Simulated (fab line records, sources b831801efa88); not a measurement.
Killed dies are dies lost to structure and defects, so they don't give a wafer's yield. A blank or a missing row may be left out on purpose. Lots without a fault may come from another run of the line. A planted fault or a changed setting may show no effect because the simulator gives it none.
A struck lot beside a sound one | flow sky130 | 16 steps out of a route of 708
Sound: wafers L619.1, L619.3, L619.5. Struck: wafer L635.4. (L635.2 of the same lot was not struck and is left out.) The cause comes at the end.
At each step with rows: each side's tool, then ch and its chambers, then its first start. Under that, the readings that differ: sound wafers | struck wafers | difference of the means | sigmas: that difference in standard deviations of wafers without a fault.
alike: readings whose means differ by less than 2 such deviations, and words and numbers that are the same on both sides. not compared: withheld readings, readings that some wafer has no value for, bounds like >300 that may hide the same value, and numbers for which the record gives no deviation and whose values overlap.
The two part at a step that has a row with sigmas, a row that says differs or no value, or rows on one side only. Numbers that don't overlap but have no deviation are shown without sigmas and don't part them. A reading that every wafer of one side lacks parts them only if that side has two wafers or more.

first, 1 step without rows for these wafers: SKY_FIELD_ISO_DEVELOP_12 (develop time 60 s).
SKY_FIELD_ISO_CD_MEAS_13: target cd 150 nm.
  sound on cd_sem-02, day 2 20:56; struck on cd_sem-01, day 6 12:35
  alike: cd_nm
SKY_FIELD_ISO_ETCH_14: etches BARC in N2/H2, stops on SiO2, time 45.9 s, target depth 60 nm.
  sound on rie_diel-03 ch 1,2, day 2 21:03; struck on rie_diel-03 ch 3, day 6 12:41
  reading               | sound             | struck | difference | sigmas
  oes_product_au (a.u.) | 0.851 0.844 0.843 | 0.864  | +0.018     | +4
  alike: drypump_motor_current_A, throttle_valve_pct
  not compared: rf_hours_counter_h
SKY_FIELD_ISO_ETCH_15: etches the open film in CHF3/O2, stops on Si, target depth 180 nm, time 72 s.
  sound on rie_diel-03 ch 1,2, day 2 21:05; struck on rie_diel-03 ch 3, day 6 12:44
  alike: drypump_motor_current_A, oes_product_au, throttle_valve_pct
  not compared: rf_hours_counter_h
SKY_FIELD_ISO_STRIP_16: strips in O2/N2.
  sound on plasma_asher-03 ch 1, day 2 21:09; struck on plasma_asher-01 ch 1, day 6 12:47
  reading                     | sound             | struck | difference | sigmas
  drypump_motor_current_A (A) | 5.24 5.18 5.23    | 5.81   | +0.59      | +2
  oes_product_au (a.u.)       | 0.382 0.375 0.376 | 0.389  | +0.011     | +2
  alike: strip_time_to_endpoint_s
  not compared: rf_hours_counter_h
SKY_FIELD_ISO_ETCH_17: etches Si in HBr/Cl2/O2, target depth 342 nm, time 97.7 s.
  sound on rie_si-01 ch 2,3, day 2 21:15; struck on rie_si-02 ch 2, day 6 12:53
  alike: drypump_motor_current_A, he_backside_leak_sccm, mfc_cl2_sccm, oes_product_au, throttle_valve_pct
  not compared: rf_hours_counter_h
then, 5 steps without rows for these wafers: SKY_FIELD_ISO_WET_ETCH_18 (etches Si3N4 in H3PO4, target depth 25 nm, time 286 s); SKY_FIELD_ISO_CLEAN_19 (cleans in SC1/SC2, time 150 s); SKY_FIELD_ISO_CLEAN_20 (cleans in dHF, time 20 s); SKY_FIELD_ISO_WET_ETCH_21 (etches SiO2 in dHF, target depth 20 nm, time 400 s); SKY_FIELD_ISO_OXIDATION_22 (stabilise 600 s, purge 300 s, target thk 10 nm).
SKY_FIELD_ISO_THK_MEAS_23:
  sound on film_metro-02, day 2 23:31; struck on film_metro-02, day 6 14:29
  alike: FIELD_ISO_OXIDATION_01_THK
SKY_FIELD_ISO_CVD_24: deposits SiO2, target thk 595 nm, time 99.2 s.
  sound on hdpcvd-01 ch 1,2, day 2 23:35; struck on hdpcvd-02 ch 0, day 6 14:32
  reading                                    | sound           | struck | difference | sigmas
  model.SiO2_of_FIELD_ISO_CVD_24.thk_nm (nm) | 594 588.4 590.8 | 636.8  | +45.7      |
SKY_FIELD_ISO_THK_MEAS_25:
  sound on film_metro-01, day 2 23:39; struck on film_metro-03, day 6 14:37
  reading                   | sound       | struck | difference | sigmas
  FIELD_ISO_CVD_24_THK (nm) | 594 588 591 | 636    | +45        | +6
then, 2 steps without rows for these wafers: SKY_FIELD_ISO_ANNEAL_26 (time 1800 s); SKY_PAD_OPEN_PROBE_99.

WHERE THEY PART
First at SKY_FIELD_ISO_ETCH_14; last, within this record, at SKY_FIELD_ISO_THK_MEAS_25.

WHY: what the simulator had put in
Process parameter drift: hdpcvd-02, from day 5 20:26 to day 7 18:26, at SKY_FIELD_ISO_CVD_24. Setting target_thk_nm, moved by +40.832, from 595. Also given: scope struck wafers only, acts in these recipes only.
